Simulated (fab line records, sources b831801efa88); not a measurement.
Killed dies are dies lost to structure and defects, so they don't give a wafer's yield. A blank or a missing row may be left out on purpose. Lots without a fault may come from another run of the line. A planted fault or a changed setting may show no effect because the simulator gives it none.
Problem report in the 8D (eight disciplines) form, filled by code | flow sky130 | the parts of the form that need people (team, actions taken, sign-off) are left out

1. THE PROBLEM
LDD_LDN_TW at SKY_LDD_LDN_TW_MEAS_13 reads a mean of 30 on 6 wafers of 2 lots; wafers without a fault read 1482 with a standard deviation of 15. That is -97 standard deviations from the usual mean.
First seen on wafer L887.3, day 25 16:54, on film_metro-03. The record holds 42 wafers of 14 lots with a number at this step. Rule for "out", or "out of limits": more than 4 standard deviations from the usual mean. The other wafers with a number count as sound.

2. WHAT IT IS AND WHAT IT IS NOT
question                    | is                     | is not
which readings at this step | LDD_LDN_TW             | -
which lots                  | L886, L887             | L882, L883, L885, L892, L893, L894, L897, L898, L900, L901, L902, L904
which wafers of those lots  | all that have a number | -
read on which gauges        | film_metro-03          | film_metro-02, film_metro-04
when                        | from day 25 16:54      | up to then (9 sound wafers); but 27 sound wafers of L892, L893, L894, L897, L898, L900, L901, L902, L904 came after

3. SUSPECTS, AND WHAT RULES EACH OUT
Counting: a tool at a process step up to the reading stays a suspect if it ran every lot that is out and no sound lot after the first of them.
- the gauge at SKY_LDD_LDN_TW_MEAS_13: ruled out. All the wafers that are out were read on film_metro-03, but those of them that SKY_LDD_LDN_STRIP_12 has rows for are out there too, on other tools.
- plasma_asher-03 at SKY_LDD_HVP_STRIP_09 (strips in O2/N2): ruled out as a lasting fault. Sound lots L892, L893, L902 ran on it after its first lot that is out, L887 (day 24 10:43).
- plasma_asher-03 at SKY_LDD_LDN_STRIP_12 (strips in O2/N2): ruled out as a lasting fault. Sound lots L893, L894, L898, L900, L902 ran on it after its first lot that is out, L887 (day 25 16:49).
Left after counting: nothing in the record.

4. THE CAUSE (what the simulator had put in)
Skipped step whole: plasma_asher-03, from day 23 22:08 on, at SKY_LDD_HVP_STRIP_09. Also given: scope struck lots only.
Counting ruled it out, wrongly: the rule takes a fault to strike every lot that its tool runs from its start on, and this one did not.

5. THE CHAIN OF EFFECTS, in route order
Each row: a reading whose mean over the struck wafers that have a number lies more than 3 standard deviations from the usual. Only readings for which the record gives a usual standard deviation are gone through. hours: the time from each lot's start at the first step in this table that gives one to its start at this step, as a median over the lots. sigmas: the change in usual standard deviations.
hours | step                   | reading                  | usual   | on struck wafers | change | sigmas
0     | SKY_LDD_LDN_STRIP_12   | strip_time_to_endpoint_s | 14.17 s | 18.73            | +4.56  | +99 or more
0     | SKY_LDD_LDN_TW_MEAS_13 | LDD_LDN_TW               | 1482    | 30               | -1452  | -97
The process steps in it:
- SKY_LDD_LDN_STRIP_12: strips in O2/N2.
Readings that are blank on the struck wafers while sound wafers have them: chamber_pressure_mTorr at SKY_LDD_HVP_STRIP_09; drypump_motor_current_A at SKY_LDD_HVP_STRIP_09; oes_product_au at SKY_LDD_HVP_STRIP_09; strip_time_to_endpoint_s at SKY_LDD_HVP_STRIP_09.
Later measuring or inspecting steps at which every struck wafer that the step has a row for has a number for every such reading, and none has moved that far: SKY_SD_P_OVL_MEAS_08.

6. WHAT WOULD HAVE CAUGHT IT SOONER
In this record the first reading out of limits at a measuring or inspecting step was taken at day 25 16:54, 43 hours after the fault began at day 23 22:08.
At SKY_LDD_HVP_STRIP_09 the tool's readings are blank on the struck wafers, where sound wafers have them: an empty tool record is the first sign, and it was there at once.
